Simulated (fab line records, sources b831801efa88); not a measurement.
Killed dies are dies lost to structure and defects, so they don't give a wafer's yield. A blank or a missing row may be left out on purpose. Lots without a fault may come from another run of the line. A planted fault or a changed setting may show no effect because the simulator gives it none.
fab line records | flow gf180mcu | part 1 of 2: steps 1 to 42 of 43
record lots=6 wafers=18 last_day=34
route steps=602 shown DUAL_GATE@144 POLY_GATE@157 HV_LDD@176 PASSIVATION@602
lots that met no fault: from a run of the same line without faults
start_h: hours from the record's first day to the start of the lot's first wafer shown | wait_h: hours since the lot's step before | " the same as in the row above | L1.1+2: a row that stands for several wafers | - no value, or no start given | * or withheld: withheld | < > ~ a bound
route shown NAME@n: a module of which the file shows steps, and the number in the route of the first | usual: mean/standard deviation of fault-free wafers | same: alike in all rows | chamber/n: place in a boat | sites: the reading at each site | _std_site: their standard deviation | _edge_site: outer sites' mean less inner sites' | radius_mm: how far each site lies from the wafer's centre | mask NAME#n: copy n | behind: the tool/chamber that last shaped the wafer | hold: why the lot was held/for how many hours/how that ended | device: the transistor (n, p or np) that didn't switch | end of line: the same wafers' tests at the end of the route | a step without rows: its recipe alone | killed: dies lost to structure and defects at the first sort, not the wafer's yield | map: a wafer's dies, x killed, . not, _ none there
set.NAME: the setting as run; set.NAME@STEP: as run at that earlier step | model.NAME: the simulator's own value behind a step, which no gauge read
lots at some steps of the route; a table a step, a row a wafer
services: from which hour (start_h, from the record's first day; less than 0 if before it) a tool's chamber was out of use, for how many hours, and why
## steps
# step GF_DUAL_GATE_THK_MEAS_03
# recipe reads=SiO2_of_DUAL_GATE_OXIDATION_02
# usual DUAL_GATE_OXIDATION_00_THK=10.83/0.21
# columns lot.wafer tool chamber start_h wait_h DUAL_GATE_OXIDATION_00_THK[nm]
L254.1 film_metro-02 - 203.12 0.0 11.06
L254.4 " - " " 11.02
L254.6 " - " " 11.03
L255.1 film_metro-02 - 205.22 0.0 10.83
L255.2 " - " " 10.85
L255.5 " - " " 10.98
L256.1 film_metro-01 - 213.06 0.0 10.90
L256.2 " - " " 10.92
L256.5 " - " " 10.89
L262.1 film_metro-01 - 254.57 0.0 10.82
L262.2 " - " " 10.89
L262.3 " - " " 10.93
L268.1 film_metro-01 - 295.17 0.0 10.48
L268.3 " - " " 10.56
L268.6 " - " " 10.44
L269.1 film_metro-02 - 301.45 0.0 10.81
L269.4 " - " " 10.63
L269.6 " - " " 10.69
# step GF_DUAL_GATE_DEHYDRATE_04
# recipe temp_c=200 time_s=60
# step GF_DUAL_GATE_HMDS_05
# recipe prime_time_s=60 prime_temp_c=120
# step GF_DUAL_GATE_COAT_06
# recipe resist=NOVOLAK spin_rpm=3000 resist_thk_nm=1000
# step GF_DUAL_GATE_SOFTBAKE_07
# recipe temp_c=90 time_s=60 resist=NOVOLAK
# step GF_DUAL_GATE_EXPOSE_08
# recipe mask_id=Dualgate target_cd_nm=700 na=0.6 source_shape=conventional sigma_outer=0.6 dose_mj=140
# step GF_DUAL_GATE_PEB_09
# recipe temp_c=withheld time_s=* resist=NOVOLAK
# step GF_DUAL_GATE_DEVELOP_10
# recipe develop_time_s=60 dev_temp_c=23
# step GF_DUAL_GATE_OVL_MEAS_11
# usual DUAL_GATE_OVL=-0.7/1.7
# columns lot.wafer tool chamber start_h wait_h DUAL_GATE_OVL[nm]
L254.1 overlay-02 - 220.23 0.1 -2.5
L254.4 " - " " -4.2
L254.6 " - " " -4.0
L255.1 overlay-02 - 222.62 0.1 -0.2
L255.2 " - " " 0.2
L255.5 " - " " 0.0
L256.1 overlay-02 - 230.81 0.1 -2.1
L256.2 " - " " -0.8
L256.5 " - " " -0.3
L262.1 overlay-02 - 273.63 0.1 1.7
L262.2 " - " " -0.4
L262.3 " - " " -0.7
L268.1 overlay-01 - 315.46 0.1 0.0
L268.3 " - " " -0.1
L268.6 " - " " -0.2
L269.1 overlay-02 - 321.68 0.1 -0.2
L269.4 " - " " 0.3
L269.6 " - " " -0.3
# step GF_DUAL_GATE_WET_ETCH_12
# recipe chemistry=dHF target_depth_nm=13 dry=n2_spin target=SiO2 temp_c=25 dilution=100:1 time_s=260
# step GF_DUAL_GATE_STRIP_13
# recipe chemistry=O2/N2 power_w=1400 pressure_mtorr=1500 platen_temp_c=250 o2_flow_sccm=3000 n2_flow_sccm=300 overash_fraction=0.5
# usual chamber_pressure_mTorr=1500.1/1.3 drypump_motor_current_A=5.6/0.58 heater_power_w=334/39 o2_flow_sccm=2999/9 oes_product_au=0.717/0.0048 strip_time_to_endpoint_s=12.65/0.032
# columns lot.wafer tool chamber start_h wait_h chamber_pressure_mTorr drypump_motor_current_A heater_power_w o2_flow_sccm oes_product_au rf_hours_counter_h strip_time_to_endpoint_s
L254.1 plasma_asher-03 0 220.35 0.0 1499.3 5.0 337 2986 0.718 38 12.70
L254.4 " 0 " " 1499.2 5.0 342 2999 0.719 - 12.69
L254.6 " 0 " " 1500.2 5.0 348 2989 0.718 - 12.69
L255.1 plasma_asher-04 1 222.74 0.0 1498.3 5.7 423 3001 0.723 62 12.60
L255.2 " 0 " " 1501.1 4.6 311 2988 0.716 62 12.61
L255.5 " 0 " " 1499.6 4.6 313 3001 0.720 - 12.64
L256.1 plasma_asher-02 1 230.93 0.0 1500.2 5.9 321 3007 0.716 10 12.70
L256.2 " 0 " " 1497.0 6.3 328 2999 0.715 10 12.71
L256.5 " 1 " " 1499.6 5.9 319 3015 0.719 - 12.67
L262.1 plasma_asher-02 0 273.76 0.0 1501.8 6.4 324 2999 0.715 15 12.67
L262.2 " 1 " " 1500.1 5.9 325 3020 0.722 15 12.67
L262.3 " 1 " " 1498.8 5.9 317 2992 0.714 - 12.65
L268.1 plasma_asher-04 1 315.58 0.0 1501.2 5.7 410 2979 0.714 72 12.62
L268.3 " 1 " " 1497.4 5.7 425 2995 0.714 - 12.66
L268.6 " 1 " " 1499.5 5.7 410 2998 0.727 - 12.64
L269.1 plasma_asher-04 0 321.80 0.0 1500.6 4.6 323 3000 0.714 72 12.60
L269.4 " 0 " " 1501.1 4.6 317 3005 0.710 - 12.59
L269.6 " 1 " " 1499.3 5.7 420 3003 0.707 - 12.62
# step GF_DUAL_GATE_CLEAN_14
# recipe chemistry=SC1/SC2 mix=1:4:20 temp_c=70 time_s=150 dry=n2_spin
# step GF_DUAL_GATE_OXIDATION_15
# recipe temp_c=850 ambient=O2 stabilise_s=600 purge_s=300 target_thk_a=70.98 ox_time_s=1995
# usual zone_power_centre_pct=16.7/0.33 zone_power_lower_pct=16.8/1.4
# same stabilise_s=600
# columns lot.wafer tool chamber start_h wait_h zone_power_centre_pct zone_power_lower_pct
L254.1 furnace-01 0 220.50 0.0 16.5 15.7
L254.4 " 0 " " 16.7 15.6
L254.6 " 0 " " 16.6 15.7
L255.1 furnace-01 0 222.89 0.0 16.5 15.6
L255.2 " 0 " " 16.6 15.3
L255.5 " 0 " " 16.8 15.4
L256.1 furnace-01 0 232.24 1.2 16.7 15.8
L256.2 " 0 " " 16.4 15.8
L256.5 " 0 " " 16.4 15.9
L262.1 furnace-02 0 274.41 0.5 17.0 18.3
L262.2 " 0 " " 16.8 18.8
L262.3 " 0 " " 16.6 18.7
L268.1 furnace-01 0 316.51 0.8 16.3 15.3
L268.3 " 0 " " 16.5 15.7
L268.6 " 0 " " 16.2 15.7
L269.1 furnace-01 0 323.01 1.0 16.4 15.7
L269.4 " 0 " " 16.6 15.7
L269.6 " 0 " " 16.4 15.8
# step GF_POLY_GATE_CVD_00
# recipe material=poly-Si target_thk_nm=200 temp_c=620 time_s=1200 pressure_mtorr=200
# step GF_POLY_GATE_THK_MEAS_01
# recipe reads=poly-Si_of_POLY_GATE_CVD_00
# usual POLY_GATE_CVD_00_THK=199.9/1.9
# columns lot.wafer tool chamber start_h wait_h POLY_GATE_CVD_00_THK[nm]
L254.1 film_metro-02 - 224.89 0.0 201.0
L254.4 " - " " 199.1
L254.6 " - " " 201.5
L255.1 film_metro-02 - 226.23 0.0 198.3
L255.2 " - " " 198.9
L255.5 " - " " 197.9
L256.1 film_metro-03 - 235.51 0.0 199.7
L256.2 " - " " 199.4
L256.5 " - " " 200.2
L262.1 film_metro-04 - 277.30 0.0 202.1
L262.2 " - " " 201.6
L262.3 " - " " 201.2
L268.1 film_metro-04 - 319.47 0.0 201.1
L268.3 " - " " 200.4
L268.6 " - " " 201.5
L269.1 film_metro-03 - 325.90 0.0 203.3
L269.4 " - " " 201.4
L269.6 " - " " 202.7
# step GF_POLY_GATE_DEHYDRATE_02
# recipe temp_c=200 time_s=60
# step GF_POLY_GATE_HMDS_03
# recipe prime_time_s=60 prime_temp_c=120
# step GF_POLY_GATE_COAT_04
# recipe resist=BARC temp_c=withheld time_s=withheld spin_rpm=withheld resist_thk_nm=withheld
# step GF_POLY_GATE_COAT_05
# recipe resist=KrF spin_rpm=withheld resist_thk_nm=700
# step GF_POLY_GATE_SOFTBAKE_06
# recipe temp_c=130 time_s=60 resist=KrF
# step GF_POLY_GATE_EXPOSE_07
# recipe mask_id=Poly2 target_cd_nm=280 na=0.68 source_shape=conventional sigma_outer=0.6 dose_mj=28
# step GF_POLY_GATE_PEB_08
# recipe peb_temp_c=135 peb_time_s=90 resist=KrF
# step GF_POLY_GATE_DEVELOP_09
# recipe develop_time_s=60 resist=KrF dev_temp_c=21
# step GF_POLY_GATE_CD_MEAS_10
# recipe target_cd_nm=280
# usual cd_nm=280.4/1.3
# columns lot.wafer tool chamber start_h wait_h cd_nm
L254.1 cd_sem-02 - 242.57 0.1 278.3
L254.4 " - " " 277.7
L254.6 " - " " 278.4
L255.1 cd_sem-01 - 244.28 0.1 283.1
L255.2 " - " " 282.2
L255.5 " - " " 282.1
L256.1 cd_sem-02 - 253.63 0.1 280.2
L256.2 " - " " 280.4
L256.5 " - " " 280.2
L262.1 cd_sem-01 - 297.08 0.1 281.2
L262.2 " - " " 281.4
L262.3 " - " " 281.3
L268.1 cd_sem-01 - 340.52 0.1 279.2
L268.3 " - " " 278.9
L268.6 " - " " 279.8
L269.1 cd_sem-01 - 347.37 0.1 282.4
L269.4 " - " " 281.8
L269.6 " - " " 282.9
# step GF_POLY_GATE_OVL_MEAS_11
# usual POLY_GATE_OVL=2/4.7
# columns lot.wafer tool chamber start_h wait_h POLY_GATE_OVL[nm]
L254.1 overlay-01 - 242.69 0.1 7
L254.4 " - " " 6
L254.6 " - " " -1
L255.1 overlay-02 - 244.40 0.1 6
L255.2 " - " " -4
L255.5 " - " " -2
L256.1 overlay-01 - 253.75 0.1 1
L256.2 " - " " 2
L256.5 " - " " 8
L262.1 overlay-01 - 297.20 0.1 4
L262.2 " - " " -2
L262.3 " - " " 5
L268.1 overlay-01 - 340.64 0.1 3
L268.3 " - " " 3
L268.6 " - " " 9
L269.1 overlay-01 - 347.49 0.1 10
L269.4 " - " " 10
L269.6 " - " " 5
# step GF_POLY_GATE_ETCH_12
# recipe chemistry=N2/H2 target_depth_a=withheld overetch_a=withheld time_s=withheld target=BARC ion_energy_ev=200 source_w=500 bias_w=100 pressure_mtorr=30 n2_flow_sccm=100 h2_flow_sccm=200
# usual chamber_pressure_mTorr=30.000/0.028 drypump_motor_current_A=5.8/0.41 oes_product_au=0.735/0.0044 throttle_valve_pct=13.214/0.0087
# columns lot.wafer tool chamber start_h wait_h chamber_pressure_mTorr drypump_motor_current_A oes_product_au throttle_valve_pct
L254.1 rie_diel-03 0 242.73 0.0 29.969 6.1 0.741 13.208
L254.4 " 3 " " 30.049 5.5 0.735 13.208
L254.6 " 1 " " 29.988 6.1 0.737 13.220
L255.1 rie_diel-04 3 244.44 0.0 29.981 5.5 0.737 13.211
L255.2 " 2 " " 29.985 5.9 0.736 13.210
L255.5 " 3 " " 30.051 5.5 0.730 13.209
L256.1 rie_diel-04 1 253.79 0.0 30.002 6.0 0.733 13.208
L256.2 " 0 " " 29.992 5.7 0.729 13.227
L256.5 " 3 " " 30.029 5.5 0.733 13.210
L262.1 rie_diel-04 2 297.24 0.0 30.034 5.9 0.737 13.222
L262.2 " 1 " " 29.991 6.0 0.732 13.220
L262.3 " 3 " " 29.990 5.5 0.745 13.212
L268.1 rie_diel-04 2 340.68 0.0 30.021 5.9 0.738 13.220
L268.3 " 3 " " 30.019 5.5 0.738 13.219
L268.6 " 2 " " 30.006 5.9 0.736 13.229
L269.1 rie_diel-02 0 347.52 0.0 29.989 5.4 0.734 13.188
L269.4 " 2 " " 29.999 5.8 0.734 13.221
L269.6 " 2 " " 29.976 5.8 0.738 13.209
# step GF_POLY_GATE_ETCH_13
# recipe target=poly-Si target_depth_nm=198.5 stop_on=SiO2 over_etch_frac=0.403 chemistry=HBr/Cl2 icp_w=400 bias_w=100 pressure_mtorr=10 HBr_flow_sccm=150 Cl2_flow_sccm=50 time_s=69.6
# usual chamber_pressure_mTorr=10.001/0.0098 drypump_motor_current_A=5.8/0.46 oes_product_au=0.985/0.0079 throttle_valve_pct=33.685/0.01
# columns lot.wafer tool chamber start_h wait_h chamber_pressure_mTorr drypump_motor_current_A oes_product_au rf_hours_counter_h throttle_valve_pct
L254.1 rie_si-01 3 242.78 - 10.000 5.6 0.988 17 33.679
L254.4 " 2 " " 9.988 5.1 0.993 1 33.693
L254.6 " 2 " " 10.005 5.1 0.986 - 33.684
L255.1 rie_si-02 3 244.49 - 10.005 5.4 0.983 2 33.697
L255.2 " 2 " " 9.988 5.5 0.982 1 33.675
L255.5 " 2 " " 10.017 5.4 0.980 - 33.685
L256.1 rie_si-01 1 253.84 - 10.017 6.3 0.991 75 33.671
L256.2 " 0 " " 10.014 6.3 0.987 17 33.684
L256.5 " 3 " " 9.983 5.5 0.978 - 33.695
L262.1 rie_si-01 2 297.29 - 9.997 5.1 0.993 1 33.681
L262.2 " 0 " " 9.981 6.3 0.974 17 33.690
L262.3 " 1 " " 9.995 6.3 0.978 76 33.708
L268.1 rie_si-02 0 340.73 - 9.985 5.9 1.005 1 33.689
L268.3 " 3 " " 9.993 5.4 0.987 2 33.700
L268.6 " 1 " " 10.015 6.2 0.985 - 33.681
L269.1 rie_si-02 0 347.58 - 9.990 5.9 0.997 1 33.693
L269.4 " 3 " " 10.000 5.4 0.990 2 33.695
L269.6 " 3 " " 9.985 5.4 0.988 - 33.708
# step GF_POLY_GATE_STRIP_14
# recipe chemistry=O2/N2 power_w=1400 pressure_mtorr=1500 platen_temp_c=250 o2_flow_sccm=3000 n2_flow_sccm=300 overash_fraction=0.5
# usual chamber_pressure_mTorr=1500.0/1.4 drypump_motor_current_A=5.5/0.61 heater_power_w=351/39 o2_flow_sccm=3000/8.6 oes_product_au=0.506/0.0047
# columns lot.wafer tool chamber start_h wait_h chamber_pressure_mTorr drypump_motor_current_A heater_power_w o2_flow_sccm oes_product_au rf_hours_counter_h
L254.1 plasma_asher-04 1 242.83 0.0 1497.6 5.7 408 3006 0.510 64
L254.4 " 1 " " 1498.3 5.7 414 3001 0.502 -
L254.6 " 0 " " 1497.4 4.6 310 3008 0.514 -
L255.1 plasma_asher-01 0 244.54 0.0 1497.9 5.9 380 3004 0.508 57
L255.2 " 1 " " 1503.0 4.9 337 3010 0.504 57
L255.5 " 1 " " 1501.3 4.9 334 3017 0.509 -
L256.1 plasma_asher-02 1 253.89 0.0 1497.6 5.9 318 2999 0.507 13
L256.2 " 0 " " 1500.7 6.3 330 3003 0.505 13
L256.5 " 0 " " 1499.7 6.3 327 2988 0.509 -
L262.1 plasma_asher-04 0 297.35 0.0 1499.0 4.6 316 3000 0.497 70
L262.2 " 1 " " 1501.4 5.6 425 2998 0.504 70
L262.3 " 1 " " 1498.7 5.6 408 3005 0.508 -
L268.1 plasma_asher-04 0 340.78 0.0 1499.2 4.6 315 3009 0.497 75
L268.3 " 0 " " 1501.0 4.6 312 2996 0.505 -
L268.6 " 1 " " 1500.1 5.7 426 2993 0.502 -
L269.1 plasma_asher-01 0 347.63 0.0 1497.7 5.9 365 2993 0.504 68
L269.4 " 0 " " 1498.5 5.9 370 2998 0.504 -
L269.6 " 1 " " 1498.1 4.9 339 2997 0.501 -
# step GF_POLY_GATE_CLEAN_15
# recipe chemistry=SC1/SC2 mix=1:4:20 temp_c=70 time_s=150 dry=n2_spin
# step GF_POLY_GATE_OXIDATION_16
# recipe temp_c=850 ambient=O2 stabilise_s=600 purge_s=300 target_thk_a=40 ox_time_s=899
# step GF_POLY_GATE_THK_MEAS_17
# recipe reads=SiO2_of_POLY_GATE_OXIDATION_16
# usual POLY_GATE_OXIDATION_THK=4.02/0.074
# columns lot.wafer tool chamber start_h wait_h POLY_GATE_OXIDATION_THK[nm]
L254.1 film_metro-03 - 244.24 0.0 3.97
L254.4 " - " " 4.13
L254.6 " - " " 4.18
L255.1 film_metro-04 - 246.88 0.0 3.92
L255.2 " - " " 3.97
L255.5 " - " " 4.04
L256.1 film_metro-03 - 255.82 0.0 4.08
L256.2 " - " " 4.08
L256.5 " - " " 4.01
L262.1 film_metro-03 - 298.75 0.0 4.02
L262.2 " - " " 4.10
L262.3 " - " " 4.08
L268.1 film_metro-04 - 343.33 0.0 4.10
L268.3 " - " " 4.09
L268.6 " - " " 4.13
L269.1 film_metro-03 - 349.03 0.0 4.02
L269.4 " - " " 3.92
L269.6 " - " " 3.97
# step GF_POLY_GATE_CD_MEAS_18
# usual cd_nm=280.5/1.9
# columns lot.wafer tool chamber start_h wait_h cd_nm
L254.1 cd_sem-02 - 244.30 0.1 279.1
L254.4 " - " " 276.0
L254.6 " - " " 277.3
L255.1 cd_sem-02 - 246.94 0.1 282.8
L255.2 " - " " 283.6
L255.5 " - " " 283.5
L256.1 cd_sem-02 - 255.88 0.1 280.8
L256.2 " - " " 278.8
L256.5 " - " " 280.8
L262.1 cd_sem-01 - 298.81 0.1 281.4
L262.2 " - " " 281.2
L262.3 " - " " 283.6
L268.1 cd_sem-01 - 343.39 0.1 278.8
L268.3 " - " " 278.9
L268.6 " - " " 280.4
L269.1 cd_sem-01 - 349.09 0.1 282.6
L269.4 " - " " 281.4
L269.6 " - " " 281.4
# step GF_HV_LDD_DEHYDRATE_00
# recipe temp_c=200 time_s=60
# step GF_HV_LDD_HMDS_01
# recipe prime_time_s=60 prime_temp_c=120
# step GF_HV_LDD_COAT_02
# recipe resist=NOVOLAK spin_rpm=3000 resist_thk_nm=1000
# step GF_HV_LDD_SOFTBAKE_03
# recipe temp_c=90 time_s=60 resist=NOVOLAK
# step GF_HV_LDD_EXPOSE_04
# recipe mask_id=Nplus_LV_AREA target_cd_nm=400 na=0.6 source_shape=conventional sigma_outer=0.6 dose_mj=140
# step GF_HV_LDD_PEB_05
# recipe temp_c=withheld time_s=* resist=NOVOLAK
# step GF_HV_LDD_DEVELOP_06
# recipe develop_time_s=62.09 dev_temp_c=23
# step GF_HV_LDD_CD_MEAS_07
# recipe target_cd_nm=400
# usual cd_nm=399.8/1.9
# columns lot.wafer tool chamber start_h wait_h cd_nm
L254.1 cd_sem-01 - 263.24 0.1 396.9
L254.4 " - " " 396.2
L254.6 " - " " 394.1
L255.1 cd_sem-02 - 266.09 0.1 399.9
L255.2 " - " " 400.8
L255.5 " - " " 398.1
L256.1 cd_sem-02 - 275.14 0.1 400.8
L256.2 " - " " 398.3
L256.5 " - " " 398.6
L262.1 cd_sem-01 - 318.93 0.1 399.0
L262.2 " - " " 400.7
L262.3 " - " " 400.0
L268.1 cd_sem-02 - 364.52 0.1 401.9
L268.3 " - " " 402.2
L268.6 " - " " 400.4
L269.1 cd_sem-01 - 371.53 0.1 397.6
L269.4 " - " " 399.3
L269.6 " - " " 397.3
# step GF_HV_LDD_OVL_MEAS_08
# usual HV_LDD_OVL=-1.4/1.3
# columns lot.wafer tool chamber start_h wait_h HV_LDD_OVL[nm]
L254.1 overlay-02 - 263.36 0.1 0.7
L254.4 " - " " -0.1
L254.6 " - " " -0.3
L255.1 overlay-02 - 266.21 0.1 -1.1
L255.2 " - " " -0.4
L255.5 " - " " -2.8
L256.1 overlay-02 - 275.26 0.1 -2.1
L256.2 " - " " -2.3
L256.5 " - " " -1.0
L262.1 overlay-02 - 319.05 0.1 -2.8
L262.2 " - " " -5.1
L262.3 " - " " -4.1
L268.1 overlay-02 - 364.64 0.1 -1.1
L268.3 " - " " -0.6
L268.6 " - " " -3.8
L269.1 overlay-02 - 371.65 0.1 -2.0
L269.4 " - " " -1.6
L269.6 " - " " -1.5
# step GF_HV_LDD_IMPLANT_09
# recipe species=As energy_kev=40 dose_cm2=1e+14 tilt_deg=7
